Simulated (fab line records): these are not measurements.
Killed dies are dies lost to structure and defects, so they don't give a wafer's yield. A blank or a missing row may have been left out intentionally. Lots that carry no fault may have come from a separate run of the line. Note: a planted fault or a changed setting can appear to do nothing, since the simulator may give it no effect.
One fault seen from 2 desks + flow sky130 + only its own numbers are on each desk; what lay behind them is given at the end

== METROLOGY DESK ==
What the gauges read for every lot (on any tool): the sampled wafers with a number, averaged. Any lot whose mean is over 4 standard deviations away from the usual mean is out of limits and marked OUT; that distance is given in the brackets. 7 of its 8 readings are shown, namely those furthest out on some lot.
Columns: A = cd-nm at SKY_VIA3_CD_MEAS_12, usual 199.6 nm; B = VIA3_OVL at SKY_VIA3_OVL_MEAS_13, usual 3 nm; C = VIA3_W_RS at SKY_VIA3_RS_MEAS_22, usual 0.2944 ohm/sq; D = VIA3_W_THK at SKY_VIA3_THK_MEAS_23, usual 388 nm; E = CAP2M_TIN_RS at SKY_CAP2M_RS_MEAS_03, usual 6.94 ohm/sq; F = CAP2M_TIN_THK at SKY_CAP2M_THK_MEAS_04, usual 200.1 nm; G = CAP2M_OVL at SKY_CAP2M_OVL_MEAS_12, usual 0.8 nm
| lot  | first seen here | A     | B  | C      | D   | E    | F     | G    |
|------|-----------------|-------|----|--------|-----|------|-------|------|
| L162 | day 41 19:25    | 198.9 | 5  | 0.2950 | 379 | 7.04 | 198.0 | -1.1 |
| L165 | day 42 02:08    | 199.8 | 15 | 0.2912 | 389 | 7.09 | 196.5 | 1.2  |
| L171 | day 43 18:55    | 199.3 | 0  | 0.2960 | 382 | 6.98 | 198.4 | 0.3  |
| L175 | day 44 14:56    | 199.7 | 6  | 0.2943 | 390 | 6.94 | 200.9 | -1.1 |
| L179 | day 45 17:02    | 201.9 | 8  | 0.2954 | 381 | 6.87 | 202.0 | 2.0  |
| L181 | day 45 17:54    | 200.8 | 2  | 0.2947 | 388 | 6.98 | 199.3 | -1.2 |
This desk's verdict: no lot among the 6 shows anything out of limits.

== AT THE TOOL OWNER'S DESK: pvd-sputter-03 ==
At SKY_VIA3_SPUTTER_20 (material TiN, target thk 20 nm, time 80 s) the tool's own readings: per lot run on this tool, the mean of the sampled wafers that have a number. Any lot whose mean is over 4 standard deviations away from the usual mean is out of limits and marked OUT; that distance is given in the brackets.
Columns: A = throttle-valve-pct at SKY_VIA3_SPUTTER_20, usual 29.5 %
| lot  | first seen here | A    |
|------|-----------------|------|
| L162 | day 41 20:16    | 30.4 |
| L171 | day 43 19:46    | 30.7 |
| L175 | day 44 15:46    | 30.0 |
This desk's verdict: no lot among the 3 shows anything out of limits.

== BROUGHT TOGETHER ==
From the metrology desk's view, nothing was out of limits.
The tool owner's desk saw nothing out of limits.

== WHAT WAS PUT IN BY THE SIMULATOR ==
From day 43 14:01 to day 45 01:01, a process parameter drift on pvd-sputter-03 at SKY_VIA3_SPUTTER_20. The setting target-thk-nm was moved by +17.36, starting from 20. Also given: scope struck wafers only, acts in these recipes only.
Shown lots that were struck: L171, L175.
